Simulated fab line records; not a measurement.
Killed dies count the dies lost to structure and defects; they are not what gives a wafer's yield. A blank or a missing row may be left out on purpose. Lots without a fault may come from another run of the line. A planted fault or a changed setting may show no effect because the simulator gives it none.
Which of the tools did it? + flow sky130 + 42 wafers from 14 lots sampled at 5 of the route's 708 steps

WHAT THE GAUGES READ, wafer by wafer
SKY_NWELL_THK_MEAS_02. Usual: for NWELL_OXIDATION_THK the level is 10.08 nm and the standard deviation is 0.2.
| lot  | measured    | on            | NWELL_OXIDATION_THK (nm) | flag |
|------|-------------|---------------|--------------------------|------|
| L948 | day 3 07:30 | film_metro-04 | 10.37 10.29 10.41        |      |
| L946 | day 3 07:31 | film_metro-02 | 10.20 10.32 10.36        |      |
| L947 | day 3 07:31 | film_metro-03 | 9.90 10.05 9.94          |      |
| L950 | day 3 13:48 | film_metro-02 | 10.37 10.38 10.33        |      |
| L951 | day 4 01:11 | film_metro-03 | 10.23 10.26 10.20        |      |
| L953 | day 4 09:40 | film_metro-04 | 9.94 9.92 9.74           |      |
| L955 | day 4 22:22 | film_metro-02 | 10.03 10.29 10.15        |      |
| L956 | day 4 22:22 | film_metro-04 | 9.90 10.04 10.08         |      |
| L958 | day 5 08:41 | film_metro-03 | 10.19 10.33 10.20        |      |
| L964 | day 6 16:58 | film_metro-02 | 10.12 9.96 9.94          |      |
| L965 | day 6 21:11 | film_metro-03 | 9.89 9.85 9.76           |      |
| L966 | day 7 02:34 | film_metro-02 | 10.37 10.20 10.42        |      |
| L967 | day 7 09:38 | film_metro-03 | 10.05 10.01 10.08        |      |
| L968 | day 7 12:28 | film_metro-03 | 10.04 10.05 10.29        |      |

SKY_VT_ADJUST_LVTN_TW_MEAS_10. Usual: for VT_ADJUST_LVTN_TW the level is 240 and the standard deviation is 3.7.
| lot  | measured     | on            | VT_ADJUST_LVTN_TW | flag |
|------|--------------|---------------|-------------------|------|
| L948 | day 7 19:50  | film_metro-02 | 236 235 235       |      |
| L946 | day 7 21:32  | film_metro-02 | 236 235 235       |      |
| L947 | day 7 20:14  | film_metro-03 | 239 238 238       |      |
| L950 | day 8 01:14  | film_metro-02 | 238 236 238       |      |
| L951 | day 8 19:53  | film_metro-01 | 246 247 246       |      |
| L953 | day 9 04:56  | film_metro-01 | 247 247 246       |      |
| L955 | day 9 18:33  | film_metro-02 | 214 214 214       | OFF  |
| L956 | day 9 17:35  | film_metro-02 | 215 214 215       | OFF  |
| L958 | day 10 09:26 | film_metro-01 | 223 224 223       | OFF  |
| L964 | day 12 04:53 | film_metro-03 | 239 239 237       |      |
| L965 | day 12 07:47 | film_metro-01 | 248 247 247       |      |
| L966 | day 12 15:53 | film_metro-03 | 240 240 238       |      |
| L967 | day 12 21:32 | film_metro-02 | 239 239 238       |      |
| L968 | day 13 04:39 | film_metro-01 | 245 245 246       |      |

SKY_VT_ADJUST_NCORE_OVL_MEAS_08. Usual: for VT_ADJUST_NCORE_OVL the level is 1.0 nm and the standard deviation is 1.3.
| lot  | measured     | on         | VT_ADJUST_NCORE_OVL (nm) | flag |
|------|--------------|------------|--------------------------|------|
| L948 | day 9 13:16  | overlay-02 | -0.2 -0.8 1.7            |      |
| L946 | day 9 14:46  | overlay-02 | 3.2 3.2 2.3              |      |
| L947 | day 9 13:31  | overlay-02 | 2.1 1.8 1.5              |      |
| L950 | day 9 18:01  | overlay-02 | -0.1 -0.7 0.3            |      |
| L951 | day 10 15:55 | overlay-02 | 0.3 1.0 0.5              |      |
| L953 | day 10 23:16 | overlay-01 | 0.5 2.0 1.9              |      |
| L955 | day 11 17:10 | overlay-01 | -0.2 1.6 1.0             |      |
| L956 | day 11 15:58 | overlay-02 | 0.8 1.0 -0.3             |      |
| L958 | day 12 07:46 | overlay-02 | 1.1 1.4 0.9              |      |
| L964 | day 14 07:34 | overlay-02 | 2.2 2.3 -0.1             |      |
| L965 | day 14 10:49 | overlay-01 | -2.2 -0.2 -1.0           |      |
| L966 | day 14 18:07 | overlay-02 | -1.8 0.6 -1.6            |      |
| L967 | day 15 01:16 | overlay-02 | 2.6 2.9 1.1              |      |
| L968 | day 15 09:08 | overlay-01 | 1.1 0.0 1.3              |      |

TOOL THAT RAN EACH LOT (tool first, then ch and the chambers of the sampled wafers, then the start)
| lot  | SKY_NWELL_RTA_28                 | SKY_VT_ADJUST_LVTN_IMPLANT_08   |
|------|----------------------------------|---------------------------------|
| L948 | rtp_anneal-01 ch 0, day 6 04:51  | implanter-01 ch 0, day 7 19:35  |
| L946 | rtp_anneal-01 ch 0, day 6 05:52  | implanter-03 ch 0, day 7 21:19  |
| L947 | rtp_anneal-02 ch 0, day 6 05:31  | implanter-01 ch 0, day 7 20:01  |
| L950 | rtp_anneal-01 ch 0, day 6 10:01  | implanter-02 ch 0, day 8 00:59  |
| L951 | rtp_anneal-01 ch 0, day 7 02:26  | implanter-02 ch 0, day 8 19:38  |
| L953 | rtp_anneal-02 ch 0, day 7 11:08  | implanter-03 ch 0, day 9 04:41  |
| L955 | rtp_anneal-01 ch 0, day 8 00:55  | implanter-01 ch 0, day 9 18:19  |
| L956 | rtp_anneal-02 ch 0, day 8 00:22  | implanter-01 ch 0, day 9 17:22  |
| L958 | rtp_anneal-01 ch 0, day 8 14:35  | implanter-01 ch 0, day 10 09:11 |
| L964 | rtp_anneal-01 ch 0, day 10 04:30 | implanter-03 ch 0, day 12 04:38 |
| L965 | rtp_anneal-02 ch 0, day 10 07:32 | implanter-02 ch 0, day 12 07:32 |
| L966 | rtp_anneal-02 ch 0, day 10 15:05 | implanter-01 ch 0, day 12 15:38 |
| L967 | rtp_anneal-02 ch 0, day 10 21:26 | implanter-02 ch 0, day 12 21:17 |
| L968 | rtp_anneal-01 ch 0, day 11 02:44 | implanter-02 ch 0, day 13 04:26 |
- SKY_NWELL_RTA_28: time 30 s.
- SKY_VT_ADJUST_LVTN_IMPLANT_08

AS READ BY THE TOOLS THEMSELVES (means over the sampled wafers that have a number; for cases with no such wafer, the mark the record gives instead)
SKY_NWELL_RTA_28. Usual: lamp_power_pct 25.30 %, standard deviation 0.053; wafer_temp_C_max 1054.8, standard deviation 0.94.
| lot  | tool          | lamp_power_pct (%) | wafer_temp_C_max | flag |
|------|---------------|--------------------|------------------|------|
| L948 | rtp_anneal-01 | 25.33              | 1056.1           |      |
| L946 | rtp_anneal-01 | 25.29              | 1054.3           |      |
| L947 | rtp_anneal-02 | 25.27              | 1054.6           |      |
| L950 | rtp_anneal-01 | 25.32              | 1054.3           |      |
| L951 | rtp_anneal-01 | 25.34              | 1055.3           |      |
| L953 | rtp_anneal-02 | 25.32              | 1054.7           |      |
| L955 | rtp_anneal-01 | 25.30              | 1054.5           |      |
| L956 | rtp_anneal-02 | 25.31              | 1054.8           |      |
| L958 | rtp_anneal-01 | 25.28              | 1055.1           |      |
| L964 | rtp_anneal-01 | 25.28              | 1055.2           |      |
| L965 | rtp_anneal-02 | 25.27              | 1054.8           |      |
| L966 | rtp_anneal-02 | 25.34              | 1054.0           |      |
| L967 | rtp_anneal-02 | 25.34              | 1054.8           |      |
| L968 | rtp_anneal-01 | 25.31              | 1055.7           |      |

SKY_VT_ADJUST_LVTN_IMPLANT_08. Usual: dose_ions_cm2 1.5699e+12, standard deviation 1.7e+09; faraday_current_uA 8.86, standard deviation 0.17.
| lot  | tool         | dose_ions_cm2 | faraday_current_uA | flag |
|------|--------------|---------------|--------------------|------|
| L948 | implanter-01 | 1.5701e+12    | 9.09               |      |
| L946 | implanter-03 | 1.5692e+12    | 8.73               |      |
| L947 | implanter-01 | 1.5676e+12    | 8.80               |      |
| L950 | implanter-02 | 1.5709e+12    | 8.91               |      |
| L951 | implanter-02 | 1.5704e+12    | 8.87               |      |
| L953 | implanter-03 | 1.5689e+12    | 8.79               |      |
| L955 | implanter-01 | 1.1108e+12    | 6.25               | OFF  |
| L956 | implanter-01 | 1.1114e+12    | 6.28               | OFF  |
| L958 | implanter-01 | 1.1094e+12    | 6.23               | OFF  |
| L964 | implanter-03 | 1.5714e+12    | 8.91               |      |
| L965 | implanter-02 | 1.5691e+12    | 8.84               |      |
| L966 | implanter-01 | 1.5703e+12    | 8.85               |      |
| L967 | implanter-02 | 1.5698e+12    | 8.83               |      |
| L968 | implanter-02 | 1.5713e+12    | 8.89               |      |

THE ANSWER, worked out from the rows above alone
Rule: a lot counts as off when the mean over its wafers that have a number is more than 3 standard deviations away from the usual mean. A lot without any number at a reading at which 4 lots or more have one is off too. Where the step has rows for the other lots, those lots are counted as sound. The gauges are gone through in route order, then the tools' own readings, and for those a lot's mean is taken as printed above. The first step at which some lot is off is used, and at that step the reading that is off furthest; a lot without a number counts as furthest.
Off: L955, L956, L958, seen at SKY_VT_ADJUST_LVTN_TW_MEAS_10 (VT_ADJUST_LVTN_TW).
If a tool, at a process step before that reading, ran all the lots that are off and no sound lot after the first of them, it fits. Not tried: the gauges at SKY_VT_ADJUST_LVTN_TW_MEAS_10; whatever is off there is also off at SKY_VT_ADJUST_LVTN_IMPLANT_08, on other tools, and gauge error can't account for it. Not one of the candidates tried fits.

WHAT WAS PUT IN BY THE SIMULATOR
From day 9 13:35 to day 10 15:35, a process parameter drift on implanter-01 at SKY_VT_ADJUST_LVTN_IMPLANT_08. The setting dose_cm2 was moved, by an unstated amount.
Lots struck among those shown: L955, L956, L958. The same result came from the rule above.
